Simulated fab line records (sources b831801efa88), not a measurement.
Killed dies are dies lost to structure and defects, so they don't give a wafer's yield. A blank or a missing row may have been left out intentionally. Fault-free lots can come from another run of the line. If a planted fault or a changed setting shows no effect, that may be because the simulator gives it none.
Struck lot and sound lot, side by side + flow sky130 + 40 out of 708 route steps
Sound: wafers L681.1, L681.4, L681.5. Struck: wafers L691.2, L691.3, L691.5. The cause is named last.
Each step with rows lists, per side, the tool, then ch with its chambers, then its first start. Under that, the readings that differ: sound wafers + struck wafers + difference of the means + sigmas: that difference in standard deviations of wafers without a fault.
alike: same words and numbers on both sides, and readings whose means sit less than 2 such deviations apart. not compared: any withheld reading, any reading some wafer has no value for, any bound like >300 that may hide the same value, and any number with overlapping values for which the record gives no deviation.
The two part at a step that has a row with sigmas, a row that says differs or no value, or rows on one side only. Numbers that don't overlap but have no deviation are shown without sigmas and don't part them. A reading missing from all wafers of one side parts the sides only when that side holds two or more wafers.

first, 7 steps without rows for these wafers: SKY_METAL5_HMDS_08 (prime time 60 s); SKY_METAL5_COAT_09 (resist thk 1800 nm); SKY_METAL5_SOFTBAKE_10 (time 60 s); SKY_METAL5_EXPOSE_11 (exposes mask MM5, target cd 1600 nm); SKY_METAL5_PEB_12; SKY_METAL5_DEVELOP_13 (develop time 60 s); SKY_METAL5_DESCUM_14 (chemistry O2, time 11 s).
SKY_METAL5_METAL_ETCH_15: etches the open film in Cl2/BCl3, stops on SiO2, target depth 1260 nm, time 252 s.
  sound on rie_metal-01 ch 0,1, day 45 12:25; struck on rie_metal-01 ch 0,1, day 48 00:41
  alike: drypump_motor_current_A, oes_product_au, throttle_valve_pct
  not compared: rf_hours_counter_h
SKY_METAL5_STRIP_16: strips in O2/N2.
  sound on plasma_asher-03 ch 0,1, day 45 12:38; struck on plasma_asher-03 ch 0,1, day 48 00:55
  alike: drypump_motor_current_A, oes_product_au, strip_time_to_endpoint_s
  not compared: rf_hours_counter_h
then, 3 steps without rows for these wafers: SKY_METAL5_STRIP_17 (strips in post etch residue remover, time 1200 s); SKY_METAL5_CLEAN_18 (cleans in IPA, time 180 s); SKY_METAL5_CLEAN_19 (cleans in O3/DIW).
SKY_PASSIVATION_CVD_00: deposits SiO2, target thk 90 nm.
  sound on pecvd-01 ch 0,1,2, day 45 13:16; struck on pecvd-03 ch 0,1, day 48 01:32
  alike: heater_power_w, susceptor_temp_C
SKY_PASSIVATION_THK_MEAS_01:
  sound on film_metro-04, day 45 13:18; struck on film_metro-03, day 48 01:34
  alike: PASSIVATION_CVD_00_THK
SKY_PASSIVATION_CVD_02: deposits Si3N4, target thk 540 nm.
  sound on pecvd-03 ch 0,1, day 45 13:22; struck on pecvd-01 ch 1,2, day 48 01:37
  alike: heater_power_w, susceptor_temp_C
SKY_PASSIVATION_THK_MEAS_03:
  sound on film_metro-04, day 45 13:35; struck on film_metro-01, day 48 01:51
  alike: PASSIVATION_CVD_02_THK
then, 7 steps without rows for these wafers: SKY_PASSIVATION_DEHYDRATE_04 (time 60 s); SKY_PASSIVATION_HMDS_05 (prime time 60 s); SKY_PASSIVATION_COAT_06 (resist thk 3000 nm); SKY_PASSIVATION_SOFTBAKE_07; SKY_PASSIVATION_EXPOSE_08 (exposes mask NSM, target cd 3000 nm); SKY_PASSIVATION_PEB_09; SKY_PASSIVATION_DEVELOP_10 (develop time 60 s).
SKY_PASSIVATION_ETCH_11: etches the open film in CF4/O2, stops on AlCu, target depth 725 nm, time 161.1 s.
  sound on rie_diel-02 ch 1,2,3, day 46 10:38; struck on rie_diel-04 ch 0,2, day 48 20:35
  alike: drypump_motor_current_A, oes_product_au, throttle_valve_pct
  not compared: rf_hours_counter_h
SKY_PASSIVATION_STRIP_12: strips in O2/N2.
  sound on plasma_asher-01 ch 1, day 46 10:44; struck on plasma_asher-02 ch 0,1, day 48 20:41
  alike: drypump_motor_current_A, oes_product_au, strip_time_to_endpoint_s
  not compared: rf_hours_counter_h
then, 13 steps without rows for these wafers: SKY_PAD_OPEN_DEHYDRATE_00 (time 60 s); SKY_PAD_OPEN_HMDS_01 (prime time 60 s); SKY_PAD_OPEN_COAT_02 (resist thk 3000 nm); SKY_PAD_OPEN_SOFTBAKE_03; SKY_PAD_OPEN_EXPOSE_04 (exposes mask PDM, target cd 60000 nm); SKY_PAD_OPEN_PEB_05; SKY_PAD_OPEN_DEVELOP_06 (develop time 60 s); SKY_PAD_OPEN_ETCH_07 (etches the open film in CF4/O2, stops on AlCu, target depth 725 nm, time 161.1 s); SKY_PAD_OPEN_STRIP_08 (strips in O2/N2); SKY_PAD_OPEN_STRIP_09 (strips in post etch residue remover, time 1200 s); SKY_PAD_OPEN_CLEAN_10 (cleans in IPA, time 180 s); SKY_PAD_OPEN_CLEAN_11 (cleans in O3/DIW); SKY_PAD_OPEN_ANNEAL_12.
SKY_PAD_OPEN_BOW_MEAS_13:
  sound on film_metro-02, day 47 09:22; struck on film_metro-02, day 49 16:17
  alike: PAD_OPEN_BOW
SKY_PAD_OPEN_PROBE_99:
  sound on prober-02, day 47 09:29; struck on prober-01, day 49 16:26
| reading                               | sound              | struck            | difference | sigmas |
|---------------------------------------|--------------------|-------------------|------------|--------|
| defect_limited_yield (%)              | 82.5 82.3 81.3     | 71.3 71.7 73.2    | -10.0      | -5     |
| killed_at_other                       | 0 0 0              | 50 45 44          | +46        | +86    |
| killed_dies                           | 86 87 92           | 141 139 132       | +49        | +5     |
| sort_bin_3_pad_short (%)              | 0.6 0.8 0.8        | 2.6 2.6 2.6       | +1.9       | +5     |
| sort_bin_5_function (%)               | 11.8 10.4 11.4     | 16.5 19.5 17.1    | +6.5       | +4     |
| sort_n_pass                           | 406 405 400        | 351 353 360       | -49        | -5     |
| sort_yield_pct (%)                    | 82.5 82.3 81.3     | 71.3 71.7 73.2    | -10.0      | -5     |
| model.etest.tester.sort_n_pass        | 406 405 400        | 351 353 360       | -49        |        |
| model.etest.tester.sort_yield_pct (%) | 82.52 82.32 81.3   | 71.34 71.75 73.17 | -9.96      |        |
| model.etest.tester.sort_bin_5_pct (%) | 11.79 10.37 11.38  | 16.46 19.51 17.07 | +6.50      |        |
| model.etest.tester.sort_bin_3_pct (%) | 0.6098 0.813 0.813 | 2.642 2.642 2.642 | +1.897     |        |
  alike: killed_at_M0_to_M3, killed_at_M4_up, killed_at_contacts, killed_at_front_end, killed_open, killed_short, sort_bin_6_memory

WHERE THEY PART
Within this record, at SKY_PAD_OPEN_PROBE_99 only.

WHY: what the simulator had put in
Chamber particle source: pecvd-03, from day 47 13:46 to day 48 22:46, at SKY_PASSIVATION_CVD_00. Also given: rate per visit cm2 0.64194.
